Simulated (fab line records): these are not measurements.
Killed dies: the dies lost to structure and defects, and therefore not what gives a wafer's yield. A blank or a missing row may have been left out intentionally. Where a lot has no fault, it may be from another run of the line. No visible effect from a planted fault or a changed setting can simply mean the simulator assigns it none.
Struck lot and sound lot, side by side / flow sky130 / 44 steps out of a route of 708
Sound: the wafers L600.3, L600.5, L600.6. Struck: wafer L607.5. (L607.1, L607.6 of the same lot were not struck and are left out.) The cause comes at the end.
Order at every step that has rows: each side's tool, ch and its chambers, its first start. Under that, the readings that differ: sound wafers / struck wafers / difference of the means / sigmas: that difference in standard deviations of wafers without a fault.
alike: readings whose means differ by less than 2 such deviations, and words and numbers that are the same on both sides. not compared: withheld readings, readings that some wafer has no value for, bounds like >300 that may hide the same value, and numbers for which the record gives no deviation and whose values overlap.
A row with sigmas, a row that says differs or no value, or rows on one side alone: a step with any of these is where the two part. When numbers do not overlap yet have no deviation, they are printed without sigmas and do not part them. Lack of a reading on every wafer of one side parts them only where that side has two or more wafers.

first, 1 step without rows for these wafers: SKY_VIA2_SPUTTER_20 (material TiN, target thk 20 nm, time 80 s).
SKY_VIA2_CVD_21: deposits W, target thk 420 nm, time 126.4 s.
  sound on cvdW-02 ch 0,1, day 37 20:00; struck on cvdW-01 ch 0, day 41 04:05
  alike: heaterPowerW
SKY_VIA2_RS_MEAS_22: measurement is done with a four-point probe.
  sound on filmMetro-03 at day 37 20:08; struck on filmMetro-02 at day 41 04:14
reading=VIA2_W_RS (ohm/sq); sound=0.265 0.272 0.266; struck=0.274; difference=+0.006; sigmas=+2
SKY_VIA2_THK_MEAS_23: measures by xrf.
  sound on filmMetro-03 at day 37 20:14; struck on filmMetro-02 at day 41 04:22
  alike: VIA2_W_THK
then, 5 steps without rows for these wafers: SKY_VIA2_CMP_24 (polishes, stops on SiO2, t overpolish 20 s, target thk 0 nm); SKY_METAL3_SPUTTER_00 (material Ti, target thk 15 nm, time 10 s); SKY_METAL3_SPUTTER_01 (material TiN, target thk 20 nm, time 16.7 s); SKY_METAL3_SPUTTER_02 (material AlCu, target thk 735 nm, time 39.1 s); SKY_METAL3_SPUTTER_03 (material Ti, target thk 5 nm, time 3.3 s).
SKY_METAL3_SPUTTER_04: material TiN, target thk 70 nm, time 58.3 s.
  sound on pvdSputter-04 at day 37 20:40; struck on pvdSputter-04 at day 41 04:57
  alike: cathodeDcPowerW, throttleValvePct
SKY_CAPM_CVD_00: deposits SiO2, target thk 15.5 nm.
  sound on pecvd-02 ch 0,1,2, day 37 20:43; struck on pecvd-02 ch 1, day 41 05:00
  alike: heaterPowerW
SKY_CAPM_THK_MEAS_01:
  sound on filmMetro-01 at day 37 20:46; struck on filmMetro-03 at day 41 05:04
  alike: CAPM_CVD_00_THK
SKY_CAPM_SPUTTER_02: material TiN, target thk 200 nm, time 166.7 s.
  sound on pvdSputter-03 at day 37 20:48; struck on pvdSputter-03 at day 41 05:08
reading=model.TiN_of_CAPM_SPUTTER_02.thkNm (nm); sound=199.4 198.3 200; struck=289.9; difference=+90.7; sigmas=
  alike: cathodeDcPowerW, throttleValvePct
SKY_CAPM_RS_MEAS_03: measurement is done with a four-point probe.
  sound on filmMetro-04 at day 37 20:57; struck on filmMetro-03 at day 41 05:14
reading=CAPM_TIN_RS (ohm/sq); sound=6.94 6.98 6.91; struck=4.72; difference=-2.22; sigmas=-26
SKY_CAPM_THK_MEAS_04: measures by xrf.
  sound on filmMetro-04 at day 37 21:03; struck on filmMetro-03 at day 41 05:22
reading=CAPM_TIN_THK (nm); sound=200.3 199.3 200.9; struck=292.8; difference=+92.6; sigmas=+37
then, 7 steps without rows for these wafers: SKY_CAPM_DEHYDRATE_05 (time 60 s); SKY_CAPM_HMDS_06 (prime time 60 s); SKY_CAPM_COAT_07 (resist thk 1140 nm); SKY_CAPM_SOFTBAKE_08 (time 60 s); SKY_CAPM_EXPOSE_09 (exposes mask CAPM, target cd 1000 nm); SKY_CAPM_PEB_10; SKY_CAPM_DEVELOP_11 (develop time 60 s).
SKY_CAPM_OVL_MEAS_12:
  sound on overlay-01 at day 38 21:57; struck on overlay-02 at day 42 04:05
  alike: CAPM_OVL
SKY_CAPM_METAL_ETCH_13: etches TiN in Cl2/BCl3, stops on SiO2, target depth 220 nm, time 62.9 s.
  sound on rieMetal-01 ch 0,1, day 38 22:00; struck on rieMetal-02 ch 0, day 42 04:08
reading=oesProductAu (a.u.); sound=0.943 0.935 0.943; struck=0.995; difference=+0.055; sigmas=+7
reading=throttleValvePct (%); sound=21.900 21.907 21.898; struck=21.864; difference=-0.038; sigmas=-4
  alike: drypumpMotorCurrentA
  not compared: rfHoursCounterH
then, 12 steps without rows for these wafers: SKY_CAPM_STRIP_14 (strips in O2/N2); SKY_CAPM_STRIP_15 (strips in post etch residue remover, time 1200 s); SKY_CAPM_CLEAN_16 (cleans in IPA, time 180 s); SKY_CAPM_CLEAN_17 (cleans in O3/DIW); SKY_METAL3_DEHYDRATE_05 (time 60 s); SKY_METAL3_HMDS_06 (prime time 60 s); SKY_METAL3_COAT_07 (resist thk 60 nm); SKY_METAL3_COAT_08 (resist thk 1140 nm); SKY_METAL3_SOFTBAKE_09 (time 90 s); SKY_METAL3_EXPOSE_10 (exposes mask MM3, target cd 300 nm); SKY_METAL3_PEB_11; SKY_METAL3_DEVELOP_12 (develop time 60 s).
SKY_METAL3_CD_MEAS_13 targets a cd of 300 nm.
  sound on cdSem-01 at day 39 23:00; struck on cdSem-01 at day 43 04:07
  alike: cdNm
SKY_METAL3_OVL_MEAS_14:
  sound on overlay-01 at day 39 23:05; struck on overlay-02 at day 43 04:14
  alike: METAL3_OVL
SKY_METAL3_DESCUM_15: chemistry O2, time 8 s.
  sound on rieMetal-03 ch 0,1, day 39 23:08; struck on rieMetal-03 ch 1, day 43 04:16
  alike: drypumpMotorCurrentA, oesProductAu
  not compared: rfHoursCounterH
then, 1 step without rows for these wafers: SKY_METAL3_ETCH_16 (etches BARC in N2/H2, stops on SiO2, time 88.2 s, target depth 60 nm).
SKY_METAL3_ETCH_17: etches SiO2 in C4F8/O2/Ar, stops on TiN, time 3.9 s, target depth 15 nm.
  sound on rieDiel-04 ch 0,1,3, day 39 23:15; struck on rieDiel-02 ch 2, day 43 04:24
  alike: oesProductAu
  not compared: rfHoursCounterH
then, 1 step without rows for these wafers: SKY_METAL3_METAL_ETCH_18 (etches the open film in Cl2/BCl3, stops on SiO2, target depth 845 nm, time 183.1 s).
SKY_METAL3_STRIP_20: strips in post etch residue remover, time 1200 s.
  sound on wetBench-03 ch 0, day 39 23:32; struck on wetBench-03 ch 0, day 43 04:41
reading=model.TiN_of_CAPM_SPUTTER_02.thkNm (nm); sound=198.5 197.5 199.1; struck=289.1; difference=+90.7; sigmas=
-- the record jumps here: 6 days lie between the struck wafers' starts before and after (it left off in module METAL3 and takes up again in module PAD_OPEN, whose first step shown is number 708 of the route) --
SKY_PAD_OPEN_PROBE_99:
  sound on prober-01 at day 46 22:22; struck on prober-01 at day 49 16:24
reading=model.etest.tester.sortNPass; sound=417 419 403; struck=0; difference=-413; sigmas=
reading=model.etest.tester.sortYieldPct (%); sound=84.76 85.16 81.91; struck=0; difference=-84; sigmas=
reading=model.etest.tester.sort_bin_4_pct (%); sound=0 0 0; struck=77.97; difference=+77.97; sigmas=
reading=model.etest.met3.lineOhmUm; sound=0.1442 0.1443 0.1432; struck=56.29; difference=+56.15; sigmas=
reading=model.etest.via3Chain.rcOhm; sound=9.647 9.956 9.698; struck=51.19; difference=+41.42; sigmas=
reading=model.etest.met3.rsOhmSq; sound=0.04212 0.04283 0.04227; struck=16.82; difference=+16.78; sigmas=
reading=model.etest.tester.sort_bin_3_pct (%); sound=1.626 1.626 0.813; struck=6.782; difference=+5.427; sigmas=
reading=model.etest.capMim.plateOhmSq; sound=6.035 6.043 6.011; struck=4.177; difference=-1.853; sigmas=
  alike: defectLimitedYield, killed_at_M0_to_M3, killed_at_M4_up, killedAtContacts, killedAtFrontEnd, killedAtOther, killedDies, killedOpen, killedShort

== WHERE THEY PART ==
At SKY_VIA2_RS_MEAS_22 first; at SKY_CAPM_METAL_ETCH_13 last (within this record only). Later steps at which nothing parts them and some readings are alike: SKY_METAL3_CD_MEAS_13, SKY_METAL3_OVL_MEAS_14, SKY_METAL3_DESCUM_15, SKY_METAL3_ETCH_17, SKY_PAD_OPEN_PROBE_99.

WHY: what the simulator had put in
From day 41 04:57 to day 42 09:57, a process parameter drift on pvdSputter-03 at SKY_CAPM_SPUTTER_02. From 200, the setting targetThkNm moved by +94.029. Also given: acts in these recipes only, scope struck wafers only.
